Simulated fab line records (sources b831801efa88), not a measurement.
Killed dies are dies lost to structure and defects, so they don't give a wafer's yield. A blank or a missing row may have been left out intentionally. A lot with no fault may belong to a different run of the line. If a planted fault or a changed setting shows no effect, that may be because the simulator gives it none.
A struck lot beside a sound one	flow sky130	24 out of 708 route steps
Sound: wafers L947.1, L947.4, L947.5. Wafers L960.1, L960.4, L960.6 were the ones struck. Last of all comes the cause.
At each step with rows: each side's tool, then ch and its chambers, then its first start. Under that, the readings that differ: sound wafers	struck wafers	difference of the means	sigmas: that difference in standard deviations of wafers without a fault.
alike: words and numbers the same on both sides, and readings whose means are apart by under 2 such deviations; not compared: readings that were withheld, readings missing a value for some wafer, numbers with overlapping values and no deviation given by the record, and bounds like >300 which may hide the same value.
Wherever a step has rows on one side only, a row that says differs or no value, or a row with sigmas, the two part there. When numbers do not overlap yet have no deviation, they are printed without sigmas and do not part them. Lack of a reading on every wafer of one side parts them only where that side has two or more wafers.

first, 4 steps without rows for these wafers: SKY_CAP2M_SOFTBAKE_08 (time 60 s); SKY_CAP2M_EXPOSE_09 (exposes mask CAP2M, target cd 1000 nm); SKY_CAP2M_PEB_10; SKY_CAP2M_DEVELOP_11 (develop time 60 s).
SKY_CAP2M_OVL_MEAS_12:
  sound on overlay-01, day 41 17:47; struck on overlay-02, day 45 16:36
  alike: CAP2M_OVL
SKY_CAP2M_METAL_ETCH_13: etches TiN in Cl2/BCl3, stops on SiO2, target depth 220 nm, time 62.9 s.
  sound on rie metal-02 ch 0,1, day 41 17:49; struck on rie metal-02 ch 1, day 45 16:38
reading	sound	struck	difference	sigmas
chamber pressure mTorr (mTorr)	9.980 9.985 9.984	10.001 9.996 10.005	+0.018	+2
drypump motor current A (A)	6.4 5.2 6.4	5.2 5.2 5.2	-0.8	-2
  alike: bcl3 flow sccm, oes product au, throttle valve pct
  not compared: rf hours counter h
SKY_CAP2M_STRIP_14: strips in O2/N2.
  sound on plasma asher-01 ch 0,1, day 41 17:53; struck on plasma asher-04 ch 0,1, day 45 16:47
  alike: chamber pressure mTorr, drypump motor current A, o2 flow sccm, oes product au, strip time to endpoint s
  not compared: rf hours counter h
then, 5 steps without rows for these wafers: SKY_CAP2M_STRIP_15 (strips in post etch residue remover, time 1200 s); SKY_CAP2M_CLEAN_16 (cleans in IPA, time 180 s); SKY_CAP2M_CLEAN_17 (cleans in O3/DIW); SKY_METAL4_DEHYDRATE_05 (time 60 s); SKY_METAL4_HMDS_06 (prime time 60 s).
SKY_METAL4_COAT_07: resist thk 60 nm.
  sound on litho track-04 ch 0, day 42 05:22; struck on litho track-04 ch 0, day 46 03:10
reading	sound	struck	difference	sigmas
spin speed rpm (rpm)	3003.0 3001.2 3001.6	2940.7 2939.1 2938.5	-62.5	-35
  alike: exhaust pa
then, 5 steps without rows for these wafers: SKY_METAL4_COAT_08 (resist thk 1140 nm); SKY_METAL4_SOFTBAKE_09 (time 90 s); SKY_METAL4_EXPOSE_10 (exposes mask MM4, target cd 300 nm); SKY_METAL4_PEB_11; SKY_METAL4_DEVELOP_12 (develop time 60 s).
SKY_METAL4_CD_MEAS_13: the cd target is 300 nm.
  sound on cd sem-02, day 42 18:26; struck on cd sem-01, day 46 14:20
  alike: cd nm
SKY_METAL4_OVL_MEAS_14:
  sound on overlay-01, day 42 18:33; struck on overlay-02, day 46 14:27
  alike: METAL4_OVL
SKY_METAL4_DESCUM_15: chemistry O2, time 8 s.
  sound on rie metal-04 ch 0,1, day 42 18:35; struck on rie metal-01 ch 1, day 46 14:29
  alike: chamber pressure mTorr, drypump motor current A, oes product au
  not compared: rf hours counter h
SKY_METAL4_ETCH_16: etches BARC in N2/H2, stops on SiO2, time 88.2 s, target depth 60 nm.
  sound on rie metal-04 ch 0,1, day 42 18:37; struck on rie metal-01 ch 1, day 46 14:31
reading	sound	struck	difference	sigmas
model.etch.depth nm (nm)	59.96 59.91 59.96	60.51 60.45 60.5	+0.54	
  alike: chamber pressure mTorr, drypump motor current A, oes product au, throttle valve pct
  not compared: rf hours counter h
SKY_METAL4_ETCH_17: etches SiO2 in C4F8/O2/Ar, stops on TiN, time 3.9 s, target depth 15 nm.
  sound on rie diel-04 ch 0,2,3, day 42 18:43; struck on rie diel-03 ch 0,1,3, day 46 14:37
  alike: chamber pressure mTorr, oes product au
  not compared: rf hours counter h
-- the record jumps here: 3 days lie between the struck wafers' starts before and after (it left off in module METAL4 and takes up again in module PAD_OPEN, whose first step shown is number 708 of the route) --
SKY_PAD_OPEN_PROBE_99:
  rows exist in the record for the struck wafers here (prober-01, day 50 00:02), but not for the sound ones

## WHERE THEY PART
At SKY_CAP2M_METAL_ETCH_13 first; at SKY_PAD_OPEN_PROBE_99 last (within this record only).

WHY: what the simulator had put in
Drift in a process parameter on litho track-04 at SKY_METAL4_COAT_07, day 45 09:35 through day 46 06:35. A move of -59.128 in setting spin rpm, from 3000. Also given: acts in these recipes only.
